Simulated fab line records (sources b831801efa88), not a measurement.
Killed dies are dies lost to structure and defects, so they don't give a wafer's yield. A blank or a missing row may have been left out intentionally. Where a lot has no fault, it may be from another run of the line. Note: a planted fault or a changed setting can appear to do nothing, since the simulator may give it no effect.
One fault seen from 2 desks -- flow gf180mcu -- what lay behind the numbers comes last; until then each desk has only its own

## FROM THE METROLOGY DESK
Means of the sampled wafers that have a number, per lot and without regard to the tool the lot ran on: this is what the gauges read. The brackets show how far a lot's mean lies from the usual mean; more than 4 standard deviations puts the lot out of limits, marked OUT.
Columns: A = M4_OVL at GF_M4_OVL_MEAS_15, usual 1 nm; B = V4_CVD_00_THK at GF_V4_THK_MEAS_01, usual 600 nm
lot,first seen here,A,B
L431,day 24 01:15,-2,603
L432,day 24 06:19,-2,596
L433,day 25 02:22,6,596
L436,day 25 18:16,1,600
L437,day 26 00:22,5,601
L438,day 26 10:40,3,600
L439,day 26 18:44,2,608
L440,day 27 02:06,-2,594
L449,day 29 16:06,2,600
L450,day 29 20:52,0,595
L452,day 30 15:37,-2,602
L453,day 30 18:30,4,597
L454,day 30 22:24,3,605
Result from this desk: across the 13 lots, nothing is out of limits.

## THE TOOL OWNER'S DESK: rie-si-01
The tool's own readings at GF_STI_ETCH_14 (etches Si in HBr/Cl2/O2, target depth 360 nm, time 102.9 s): means of the sampled wafers that have a number, for each lot that ran on this tool. The brackets show how far a lot's mean lies from the usual mean; more than 4 standard deviations puts the lot out of limits, marked OUT.
Columns: A = drypump-motor-current-A at GF_STI_ETCH_14, usual 5.7 A; B = oes-product-au at GF_STI_ETCH_14, usual 0.999 a.u.; C = run-length-s at GF_STI_ETCH_14, usual 131.3 s; D = throttle-valve-pct at GF_STI_ETCH_14, usual 25.657 %
lot,first seen here,A,B,C,D
L431,day 2 02:03,5.5,0.995,131.2,25.659
L437,day 3 07:45,5.6,1.000,131.5,25.655
L438,day 3 13:21,5.7,0.996,128.6 (-8.0) OUT,25.648
L439,day 3 20:18,5.6,1.001,127.0 (-13) OUT,25.643
L440,day 4 00:41,5.4,1.005,127.2 (-12) OUT,25.664
L452,day 6 13:53,5.5,0.996,131.5,25.665
L453,day 6 19:16,5.5,0.992,131.4,25.667
L454,day 7 01:02,5.7,1.002,131.3,25.657
This desk's finding: out of limits on L438, L439, L440; first on L438, day 3 13:21 (run-length-s at GF_STI_ETCH_14). L431, L437, L452, L453, L454: within limits.

## TAKEN TOGETHER
At day 3 13:21, on L438, L439, L440, the tool owner's desk was in a position to raise an alarm.
Metrology desk: nothing out of limits seen.
The metrology desk has L438, L439, L440 on record, within its limits.
Of the lots named, all ran GF_STI_ETCH_14 on rie-si-01.

## WHAT THE SIMULATOR PUT IN
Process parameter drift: rie-si-01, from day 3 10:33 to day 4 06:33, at GF_STI_ETCH_14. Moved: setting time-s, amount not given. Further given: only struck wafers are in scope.
Lots struck among those shown: L438, L439, L440.
Hours from the fault's start to each desk's first reading out of limits: the tool owner's desk, 3.
